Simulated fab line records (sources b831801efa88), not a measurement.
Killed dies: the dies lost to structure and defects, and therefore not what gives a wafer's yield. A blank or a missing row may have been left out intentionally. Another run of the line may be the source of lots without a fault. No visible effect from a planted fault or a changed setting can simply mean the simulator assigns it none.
Shared-tool check || flow sky130 || Lots sampled 12, wafers sampled 36

WHAT PROMPTED THE OPENING
1 of 12 lots carry a flag on the reading VT_ADJUST_PCH_TW at SKY_VT_ADJUST_PCH_TW_MEAS_10. Fault-free wafers read 142.3, with a standard deviation of 1.2.
Rule: a lot is flagged in two cases, either no wafer of it has a number, or all its wafers with numbers fall more than 4 standard deviations from that mean. All remaining lots are regarded as sound.

{"lot": "L207", "measured": "day 10 19:05", "on": "film metro-01", "VT_ADJUST_PCH_TW, wafer by wafer": "30.3 30.2 30.5", "flag": "FLAGGED"}
{"lot": "L208", "measured": "day 11 15:11", "on": "film metro-03", "VT_ADJUST_PCH_TW, wafer by wafer": "140.3 140.0 140.5", "flag": ""}
{"lot": "L210", "measured": "day 12 01:38", "on": "film metro-02", "VT_ADJUST_PCH_TW, wafer by wafer": "142.8 142.6 142.5", "flag": ""}
{"lot": "L213", "measured": "day 12 23:19", "on": "film metro-02", "VT_ADJUST_PCH_TW, wafer by wafer": "143.2 142.7 142.0", "flag": ""}
{"lot": "L217", "measured": "day 13 23:00", "on": "film metro-03", "VT_ADJUST_PCH_TW, wafer by wafer": "141.2 141.5 141.4", "flag": ""}
{"lot": "L219", "measured": "day 14 14:48", "on": "film metro-02", "VT_ADJUST_PCH_TW, wafer by wafer": "141.7 142.8 142.7", "flag": ""}
{"lot": "L220", "measured": "day 15 01:33", "on": "film metro-03", "VT_ADJUST_PCH_TW, wafer by wafer": "141.2 140.2 140.6", "flag": ""}
{"lot": "L221", "measured": "day 15 07:50", "on": "film metro-01", "VT_ADJUST_PCH_TW, wafer by wafer": "143.0 143.1 143.9", "flag": ""}
{"lot": "L222", "measured": "day 16 06:17", "on": "film metro-01", "VT_ADJUST_PCH_TW, wafer by wafer": "142.3 141.8 142.2", "flag": ""}
{"lot": "L224", "measured": "day 16 11:39", "on": "film metro-03", "VT_ADJUST_PCH_TW, wafer by wafer": "142.2 142.2 143.0", "flag": ""}
{"lot": "L226", "measured": "day 16 23:47", "on": "film metro-03", "VT_ADJUST_PCH_TW, wafer by wafer": "141.4 142.3 141.4", "flag": ""}
{"lot": "L227", "measured": "day 17 02:14", "on": "film metro-01", "VT_ADJUST_PCH_TW, wafer by wafer": "142.1 142.5 142.3", "flag": ""}
The mean of the flagged lots' numbers is 30.3, -112.0 from the usual (-93 standard deviations).

WHICH TOOL RAN EACH LOT
The record holds 1 process step before the reading, out of a route of 708 steps. Every cell lists first the tool, next ch and the chambers used by the sampled wafers, and last the start.
{"lot": "L207", "flag": "FLAGGED", "SKY_VT_ADJUST_PCH_EXPOSE_04": "iline stepper-01 ch 0, day 10 08:49"}
{"lot": "L208", "flag": "", "SKY_VT_ADJUST_PCH_EXPOSE_04": "iline stepper-01 ch 0, day 11 04:21"}
{"lot": "L210", "flag": "", "SKY_VT_ADJUST_PCH_EXPOSE_04": "iline stepper-02 ch 0, day 11 14:40"}
{"lot": "L213", "flag": "", "SKY_VT_ADJUST_PCH_EXPOSE_04": "iline stepper-01 ch 0, day 12 11:20"}
{"lot": "L217", "flag": "", "SKY_VT_ADJUST_PCH_EXPOSE_04": "iline stepper-02 ch 0, day 13 10:12"}
{"lot": "L219", "flag": "", "SKY_VT_ADJUST_PCH_EXPOSE_04": "iline stepper-01 ch 0, day 14 00:45"}
{"lot": "L220", "flag": "", "SKY_VT_ADJUST_PCH_EXPOSE_04": "iline stepper-02 ch 0, day 14 12:51"}
{"lot": "L221", "flag": "", "SKY_VT_ADJUST_PCH_EXPOSE_04": "iline stepper-02 ch 0, day 14 18:09"}
{"lot": "L222", "flag": "", "SKY_VT_ADJUST_PCH_EXPOSE_04": "iline stepper-01 ch 0, day 15 16:28"}
{"lot": "L224", "flag": "", "SKY_VT_ADJUST_PCH_EXPOSE_04": "iline stepper-02 ch 0, day 15 22:15"}
{"lot": "L226", "flag": "", "SKY_VT_ADJUST_PCH_EXPOSE_04": "iline stepper-02 ch 0, day 16 09:18"}
{"lot": "L227", "flag": "", "SKY_VT_ADJUST_PCH_EXPOSE_04": "iline stepper-01 ch 0, day 16 11:50"}
What the steps here do:
- SKY_VT_ADJUST_PCH_EXPOSE_04: exposes mask NWM, target cd 840 nm.
- SKY_VT_ADJUST_PCH_TW_MEAS_10

FLAGGED AGAINST TOTAL, ONE TOOL AT A TIME (gauges that did the reading follow at the end)
{"step": "SKY_VT_ADJUST_PCH_EXPOSE_04", "tool": "iline stepper-01", "lots run": 6, "flagged": 1, "share of the flagged lots": "all", "sound lots run after its first flagged lot": "5 (L208,L213,L219,L222,L227)"}
{"step": "SKY_VT_ADJUST_PCH_EXPOSE_04", "tool": "iline stepper-02", "lots run": 6, "flagged": 0, "share of the flagged lots": "none", "sound lots run after its first flagged lot": "-"}
{"step": "SKY_VT_ADJUST_PCH_TW_MEAS_10", "tool": "film metro-01", "lots run": 4, "flagged": 1, "share of the flagged lots": "all", "sound lots run after its first flagged lot": "3 (L221,L222,L227)"}
{"step": "SKY_VT_ADJUST_PCH_TW_MEAS_10", "tool": "film metro-02", "lots run": 3, "flagged": 0, "share of the flagged lots": "none", "sound lots run after its first flagged lot": "-"}
{"step": "SKY_VT_ADJUST_PCH_TW_MEAS_10", "tool": "film metro-03", "lots run": 5, "flagged": 0, "share of the flagged lots": "none", "sound lots run after its first flagged lot": "-"}

WHAT THE TABLE ALLOWS
Every flagged lot went through 2 rows of the table: iline stepper-01 at SKY_VT_ADJUST_PCH_EXPOSE_04 and film metro-01 at SKY_VT_ADJUST_PCH_TW_MEAS_10.
- iline stepper-01 at SKY_VT_ADJUST_PCH_EXPOSE_04: 1 of its 6 lots flagged. Lots that were sound ran on it after the first flagged one (L208, L213, L219, L222, L227); a persistent fault on the entire tool would not allow that.
- film metro-01 at SKY_VT_ADJUST_PCH_TW_MEAS_10: 1 of its 4 lots flagged. Lots that were sound ran on it after the first flagged one (L221, L222, L227); a persistent fault on the entire tool would not allow that.
Every row of the table either missed a flagged lot or ran a sound lot after the first.

WHAT HAD BEEN PUT IN BY THE SIMULATOR
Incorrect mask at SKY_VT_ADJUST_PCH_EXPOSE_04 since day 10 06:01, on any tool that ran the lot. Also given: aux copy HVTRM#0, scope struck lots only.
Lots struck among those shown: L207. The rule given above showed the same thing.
